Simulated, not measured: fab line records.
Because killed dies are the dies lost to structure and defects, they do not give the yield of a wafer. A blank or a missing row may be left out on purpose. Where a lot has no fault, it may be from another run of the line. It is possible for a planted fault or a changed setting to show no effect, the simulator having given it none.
Chamber matching -- flow gf180mcu -- cmp-01 running GF_V2_CMP_26: 4 sister chambers
The step polishes, stops on SiO2, t overpolish 15 s, target thk 0 nm. 20 wafers are shown with their chamber, then 10 later ones without.

EACH WAFER AND ITS CHAMBER
wafer,chamber,motor_current_A (A),time_to_endpoint_s (s),overpolish_run_s (s)
L076.1,0,10.3,89,14.998
L076.3,1,10.0,81,15.012
L076.4,2,9.7,86,15.009
L079.1,2,9.3,85,14.990
L079.2,1,10.4,82,14.991
L079.6,0,9.7,93,14.997
L080.3,0,10.6,93,14.993
L080.4,3,13.3,85,14.993
L080.6,0,9.8,92,15.013
L086.1,1,10.2,81,15.015
L086.3,2,9.9,85,15.005
L086.5,3,13.5,81,15.006
L090.3,1,9.9,80,15.012
L090.4,2,9.0,85,14.986
L090.6,1,9.8,84,15.009
L091.2,0,10.0,87,15.006
L091.3,3,13.4,83,14.988
L091.5,1,10.5,80,15.022
L092.2,2,9.0,86,15.010
L092.3,0,10.2,90,15.010

SIGNATURES (averages over the wafers above)
reading,chamber 0,chamber 1,chamber 2,chamber 3,scatter within a chamber
motor_current_A,10.100,10.133,9.380,13.400,0.32
time_to_endpoint_s,90.67,81.33,85.40,83.00,1.77
overpolish_run_s,15.00283,15.01017,15.00000,14.99567,0.00979
Rule: a wafer's distance from a chamber is the root of the sum, over the readings, of the square of ((its reading less the chamber's mean) divided by the reading's scatter). If the next closest chamber is less than 2 further off than the closest, the wafer can't be placed; otherwise it belongs to the closest. The scatter is the square root of a quotient: the sum, over the shown wafers, of each reading's squared deviation from its chamber's mean, divided by wafers minus chambers.

WAFERS WHOSE CHAMBER IS MISSING
wafer,motor_current_A (A),time_to_endpoint_s (s),overpolish_run_s (s)
L092.6,12.9,82,14.982
L094.3,10.1,79,14.999
L094.4,10.4,87,14.989
L094.6,10.0,78,14.987
L096.1,10.4,91,15.009
L096.2,9.2,88,15.002
L096.3,10.5,83,15.000
L097.2,9.7,87,15.001
L097.4,12.8,84,14.996
L097.5,10.0,82,14.986

CHAMBER TAKEN BY EACH
wafer,from the rows above,in truth
L092.6,3,3
L094.3,1,1
L094.4,can't be placed: 0 or 2 or 1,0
L094.6,can't be placed: 1 or 2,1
L096.1,0,0
L096.2,can't be placed: 2 or 0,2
L096.3,can't be placed: 1 or 2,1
L097.2,can't be placed: 2 or 0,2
L097.4,3,3
L097.5,can't be placed: 1 or 2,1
Placed correctly: 4 of 10. Unplaceable from these rows: 6, with the true chamber sitting among the candidates in 6. Wrongly placed: 0.
